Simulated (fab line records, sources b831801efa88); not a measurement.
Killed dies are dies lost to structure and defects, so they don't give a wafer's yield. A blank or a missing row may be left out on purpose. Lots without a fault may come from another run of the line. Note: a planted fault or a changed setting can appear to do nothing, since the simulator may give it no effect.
fab line records	flow sky130
record: lots: 6	wafers: 18	last-day: 50
route steps=708 shown PWDE@53 NWELL@56 PAD_OPEN@708
lots that met no fault: from a run of the same line without faults
start-h: the number of hours between the record's first day and the start of the first shown wafer of the lot	wait-h: hours from the lot's prior step to this one	" as in the row above	L1.1+2: a row that stands for several wafers	- no value, or no start given	* or withheld: withheld	< > ~ a bound
route shown NAME@n: NAME is a module with steps in the file, n the number in the route of the first one	usual: mean/standard deviation of fault-free wafers	same: alike in all rows	chamber/n: place in a boat	sites: the reading at each site	_std_site: the standard deviation of these	_edge_site: mean of outer sites minus mean of inner sites	radius-mm: for every site, how far away it sits from the centre of the wafer	mask NAME#n: copy n	behind: the last tool/chamber to shape the wafer	hold: cause of the lot's hold/its duration in hours/its outcome	device: transistor that didn't switch, given as n, p or np	end of line: tests of these same wafers at the route's end	a step with no rows: only its recipe	killed: at the first sort, the dies lost to defects and structure; wafer yield is something else	map: a wafer's dies, marking killed ones x, the rest . and places with no die _
set.NAME: the setting that was run; set.NAME@STEP: the one run at that earlier step	model.NAME: the simulator's own value behind a step, which no gauge read
certain route steps with their lots: each step a table, each wafer a row
services: a tool's chamber out of use, with start hour (start-h, from the record's first day; less than 0 if before it), hours out, and reason
== steps ==
step: SKY_PWDE_IMPLANT_08
recipe: species: B	energy-kev: 150	dose-cm2: 3.6e+12	tilt-deg: withheld
step: SKY_PWDE_STRIP_09
recipe: chemistry: O2/N2	power-w: 1400	pressure-mtorr: 1500	platen-temp-c: withheld	o2-flow-sccm: 3000	n2-flow-sccm: 300	overash-fraction: 0.5
usual: drypump-motor-current-A: 5.90/0.26	oes-product-au: 0.722/0.0042	strip-time-to-endpoint-s: 36.91/0.1
lot.wafer	tool	chamber	start-h	wait-h	drypump-motor-current-A	oes-product-au	rf-hours-counter-h	strip-time-to-endpoint-s
L625.1	plasma-asher-04	1	78.93	0.1	6.13	0.719	37	36.86
L625.2	"	0	"	"	5.56	0.727	37	36.80
L625.3	"	1	"	"	6.11	0.719	-	36.87
L632.1	plasma-asher-01	0	115.52	0.1	5.61	0.720	31	36.70
L632.2	"	1	"	"	5.85	0.723	31	36.73
L632.5	"	0	"	"	5.59	0.719	-	36.62
L636.1	plasma-asher-04	1	135.52	0.1	6.10	0.718	1	36.92
L636.2	"	0	"	"	5.56	0.726	1	36.93
L636.5	"	1	"	"	6.11	0.721	-	36.86
L645.2	plasma-asher-02	0	200.38	0.1	5.87	0.727	51	36.81
L645.4	"	0	"	"	5.90	0.715	-	36.93
L645.5	"	1	"	"	6.26	0.720	-	36.83
L646.1	plasma-asher-01	1	202.57	0.1	5.88	0.721	39	36.86
L646.4	"	0	"	"	5.61	0.720	-	36.94
L646.5	"	1	"	"	5.88	0.725	-	36.91
L647.3	plasma-asher-01	1	207.20	0.1	5.86	0.721	-	36.96
L647.5	"	0	"	"	5.60	0.723	-	36.93
L647.6	"	1	"	"	5.85	0.719	-	36.86
step: SKY_PWDE_TW_MEAS_10
usual: PWDE_TW: 375.8/2.3
lot.wafer	tool	chamber	start-h	wait-h	PWDE_TW
L625.1	film-metro-04	-	79.03	0.1	373.9
L625.2	"	-	"	"	373.4
L625.3	"	-	"	"	370.5
L632.1	film-metro-02	-	115.62	0.1	376.0
L632.2	"	-	"	"	375.8
L632.5	"	-	"	"	377.5
L636.1	film-metro-02	-	135.62	0.1	375.6
L636.2	"	-	"	"	377.8
L636.5	"	-	"	"	378.1
L645.2	film-metro-01	-	200.49	0.1	374.0
L645.4	"	-	"	"	377.9
L645.5	"	-	"	"	376.0
L646.1	film-metro-02	-	202.67	0.1	378.2
L646.4	"	-	"	"	377.8
L646.5	"	-	"	"	377.4
L647.3	film-metro-04	-	207.29	0.1	374.8
L647.5	"	-	"	"	373.7
L647.6	"	-	"	"	372.6
step: SKY_NWELL_DEHYDRATE_03
recipe: temp-c: 200	time-s: 60
step: SKY_NWELL_HMDS_04
recipe: prime-time-s: 60	prime-temp-c: 120
step: SKY_NWELL_COAT_05
recipe: spin-rpm: 2000	resist-thk-nm: 3000
step: SKY_NWELL_SOFTBAKE_06
recipe: temp-c: 110	time-s: withheld
step: SKY_NWELL_EXPOSE_07
recipe: mask-id: NWM	na: 0.6	source-shape: conventional	sigma-outer: 0.6	polarization: unpolarized	target-cd-nm: 840	dose-mj: 255
step: SKY_NWELL_PEB_08
recipe: temp-c: 115	time-s: withheld
step: SKY_NWELL_DEVELOP_09
recipe: wall-angle-deg: 90	developer: TMAH	develop-time-s: 60	dev-temp-c: 23
step: SKY_NWELL_OVL_MEAS_10
usual: NWELL_00_OVL: 0.5/1.2
lot.wafer	tool	chamber	start-h	wait-h	NWELL_00_OVL[nm]
L625.1	overlay-02	-	95.93	-	0.4
L625.2	"	-	"	"	0.8
L625.3	"	-	"	"	0.4
L632.1	overlay-01	-	133.59	-	0.3
L632.2	"	-	"	"	2.7
L632.5	"	-	"	"	1.1
L636.1	overlay-02	-	154.64	-	0.3
L636.2	"	-	"	"	1.6
L636.5	"	-	"	"	0.7
L645.2	overlay-02	-	221.61	-	1.8
L645.4	"	-	"	"	0.8
L645.5	"	-	"	"	0.1
L646.1	overlay-01	-	224.55	-	0.5
L646.4	"	-	"	"	-0.5
L646.5	"	-	"	"	1.4
L647.3	overlay-01	-	229.74	-	0.2
L647.5	"	-	"	"	0.2
L647.6	"	-	"	"	1.7
step: SKY_NWELL_IMPLANT_11
recipe: species: P	energy-kev: 400	dose-cm2: 1.9e+13	tilt-deg: withheld
step: SKY_NWELL_IMPLANT_12
recipe: species: P	energy-kev: 120	dose-cm2: 1.3e+12	tilt-deg: withheld
usual: beam-energy-keV: 120.01/0.041	dose-ions-cm2: 1.3e+12/1.2e+09	faraday-current-uA: 7.32/0.15
same: implant-ion-amu: 31
lot.wafer	tool	chamber	start-h	wait-h	beam-energy-keV	dose-ions-cm2	faraday-current-uA
L625.1	implanter-01	0	96.12	0.1	119.99	1.3002e+12	7.23
L625.2	"	0	"	"	120.03	1.2999e+12	7.46
L625.3	"	0	"	"	119.96	1.2999e+12	7.35
L632.1	implanter-04	0	133.78	0.1	120.01	1.3708e+12	7.69
L632.2	"	0	"	"	119.99	1.372e+12	7.81
L632.5	"	0	"	"	120.00	1.3703e+12	7.79
L636.1	implanter-04	0	154.83	0.1	120.06	1.3741e+12	7.88
L636.2	"	0	"	"	120.03	1.372e+12	7.79
L636.5	"	0	"	"	119.97	1.3729e+12	7.72
L645.2	implanter-02	0	221.82	0.1	120.00	1.3e+12	7.09
L645.4	"	0	"	"	120.05	1.2991e+12	7.12
L645.5	"	0	"	"	119.98	1.2989e+12	7.50
L646.1	implanter-01	0	224.74	0.1	119.98	1.3002e+12	7.39
L646.4	"	0	"	"	120.04	1.3018e+12	7.18
L646.5	"	0	"	"	120.03	1.3007e+12	7.33
L647.3	implanter-04	0	229.97	0.1	120.01	1.3018e+12	7.22
L647.5	"	0	"	"	119.97	1.3013e+12	7.35
L647.6	"	0	"	"	119.97	1.2999e+12	7.22
step: SKY_NWELL_IMPLANT_13
recipe: species: P	energy-kev: 50	dose-cm2: 7e+11	tilt-deg: withheld
step: SKY_PAD_OPEN_PROBE_99
usual: killed_at_M0_to_M3: 43/6.4	killed_at_M4_up: 3.1/2	killed-at-contacts: 24/5.2	killed-at-front-end: 15/4.3	killed-at-other: 0.2/0.48	killed-dies: 85/9.7	killed-open: 47/6.9	killed-short: 38/6.7
same: gross-dies: 492	killed-at-back-side: 0
lot.wafer	tool	chamber	start-h	wait-h	killed_at_M0_to_M3	killed_at_M4_up	killed-at-contacts	killed-at-front-end	killed-at-other	killed-dies	killed-open	killed-short
L625.1	prober-01	-	1088.42	0.1	45	5	25	12	0	87	47	40
L625.2	prober-01	-	1088.47	0.1	57	3	15	13	0	88	45	43
L625.3	prober-01	-	1088.52	0.2	54	2	26	20	1	103	50	53
L632.1	prober-02	-	1139.04	0.1	37	4	20	11	0	72	41	31
L632.2	prober-02	-	1139.09	0.1	44	1	33	17	1	96	53	43
L632.5	prober-02	-	1139.24	0.2	44	4	32	19	0	99	58	41
L645.2	prober-01	-	1204.58	0.1	33	2	18	11	0	64	38	26
L645.4	prober-01	-	1204.68	0.2	46	5	21	20	0	92	49	43
L645.5	prober-01	-	1204.73	0.2	36	4	24	7	0	71	40	31
L647.3	prober-02	-	1211.66	0.2	35	2	26	15	0	78	46	32
L647.5	prober-02	-	1211.76	0.2	39	3	27	14	0	83	47	36
L647.6	prober-02	-	1211.81	0.2	37	1	18	17	0	73	45	28
killed by level:class
L625.1 VIA1:geometric-particle:open=11 CONTACT:geometric-particle:open=11 VIA2:geometric-particle:short=9 LI_CONTACT:geometric-particle:open=8 VIA3:geometric-particle:open=8 METAL2:geometric-particle:short=6 POLY_GATE:geometric-particle:short=4 FIELD_ISO:geometric-particle:short=3
L625.2 VIA1:geometric-particle:open=10 VIA2:geometric-particle:open=9 METAL2:geometric-particle:short=9 CONTACT:geometric-particle:open=6 VIA3:geometric-particle:open=6 VIA1:geometric-particle:short=5 VIA2:geometric-particle:short=5 VIA3:geometric-particle:short=5
L625.3 VIA1:geometric-particle:open=12 CONTACT:geometric-particle:open=8 VIA2:geometric-particle:open=8 POLY_GATE:geometric-particle:short=7 CONTACT:geometric-particle:short=7 METAL1:geometric-particle:short=7 VIA2:geometric-particle:short=6 POLY_GATE:geometric-particle:open=5
L632.1 VIA1:geometric-particle:open=13 LI_CONTACT:geometric-particle:open=8 METAL4:geometric-particle:short=4 CONTACT:geometric-particle:short=4 CONTACT:geometric-particle:open=4 METAL1:geometric-particle:short=4 POLY_GATE:geometric-particle:open=3 POLY_GATE:geometric-particle:short=3
L632.2 VIA1:geometric-particle:open=19 CONTACT:geometric-particle:open=12 LI_CONTACT:geometric-particle:open=9 CONTACT:geometric-particle:short=7 FIELD_ISO:geometric-particle:open=6 VIA1:geometric-particle:short=6 METAL1:geometric-particle:short=6 FIELD_ISO:geometric-particle:short=4
L632.5 VIA1:geometric-particle:open=17 VIA2:geometric-particle:open=10 CONTACT:geometric-particle:open=8 LI_CONTACT:geometric-particle:open=7 CONTACT:geometric-particle:short=7 POLY_GATE:geometric-particle:short=6 LOCAL_INTERCONNECT:geometric-particle:short=6 FIELD_ISO:geometric-particle:short=5
L645.2 CONTACT:geometric-particle:open=9 VIA1:geometric-particle:short=7 VIA1:geometric-particle:open=7 POLY_GATE:geometric-particle:open=4 LI_CONTACT:geometric-particle:open=4 VIA3:geometric-particle:short=4 VIA3:geometric-particle:open=4 METAL2:geometric-particle:short=3
L645.4 VIA1:geometric-particle:open=13 VIA3:geometric-particle:open=11 CONTACT:geometric-particle:open=7 POLY_GATE:geometric-particle:short=5 METAL4:geometric-particle:short=4 VIA3:geometric-particle:short=4 LI_CONTACT:geometric-particle:open=4 VIA1:geometric-particle:short=4
L645.5 CONTACT:geometric-particle:open=7 VIA1:geometric-particle:open=7 VIA3:geometric-particle:open=7 POLY_GATE:geometric-particle:open=6 VIA2:geometric-particle:open=6 LI_CONTACT:geometric-particle:open=5 LOCAL_INTERCONNECT:geometric-particle:short=5 CONTACT:geometric-particle:short=4
L647.3 LI_CONTACT:geometric-particle:open=9 VIA1:geometric-particle:open=8 CONTACT:geometric-particle:open=7 FIELD_ISO:geometric-particle:open=6 FIELD_ISO:geometric-particle:short=5 CONTACT:geometric-particle:short=5 METAL1:geometric-particle:open=4 VIA2:geometric-particle:open=4
L647.5 VIA2:geometric-particle:open=13 VIA1:geometric-particle:open=10 LI_CONTACT:geometric-particle:open=7 CONTACT:geometric-particle:open=6 LOCAL_INTERCONNECT:geometric-particle:short=5 CONTACT:geometric-particle:short=5 VIA1:geometric-particle:short=5 LI_CONTACT:geometric-particle:short=4
L647.6 VIA1:geometric-particle:open=12 CONTACT:geometric-particle:open=10 VIA3:geometric-particle:open=6 FIELD_ISO:geometric-particle:open=5 VIA2:geometric-particle:open=5 FIELD_ISO:geometric-particle:short=4 LOCAL_INTERCONNECT:geometric-particle:short=4 METAL3:geometric-particle:short=3
== services ==
tool	chamber	start-h	hours	kind
implanter-01	-	99.33	3.5	pm
plasma-asher-04	-	108.75	9.0	pm
plasma-asher-04	0	108.75	9.0	vent-cycle
plasma-asher-04	1	108.75	9.0	vent-cycle
plasma-asher-04	0	117.75	-	clean
plasma-asher-04	1	117.75	-	clean
== key ==
first-sign: step: SKY_NWELL_IMPLANT_12	reading: dose-ions-cm2	direction: up	sigmas: 60	usual: *	struck: *
effect: step: SKY_NWELL_IMPLANT_12	reading: faraday-current-uA	direction: up	sigmas: 3.1	usual: 7.32	struck: 7.78
met-at SKY_NWELL_IMPLANT_12
struck-wafers L632.1,L632.2,L632.5,L636.1,L636.2,L636.5
tester-left-out L632,L636
fault: kind: process-parameter-drift	tool: implanter-04	chamber: -	onset-h: 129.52	steps: SKY_NWELL_IMPLANT_12	channel: dose-cm2	offset: *	shape: step	end-h: 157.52	acts-in: *	stated: *
tester-left-out: of these lots the tester's yield and bins aren't shown, on N5 and GAA mostly nor the transistor test; their killed dies are dies lost to structure and defects alone, not to doping, threshold or leakage, so they don't give the yield
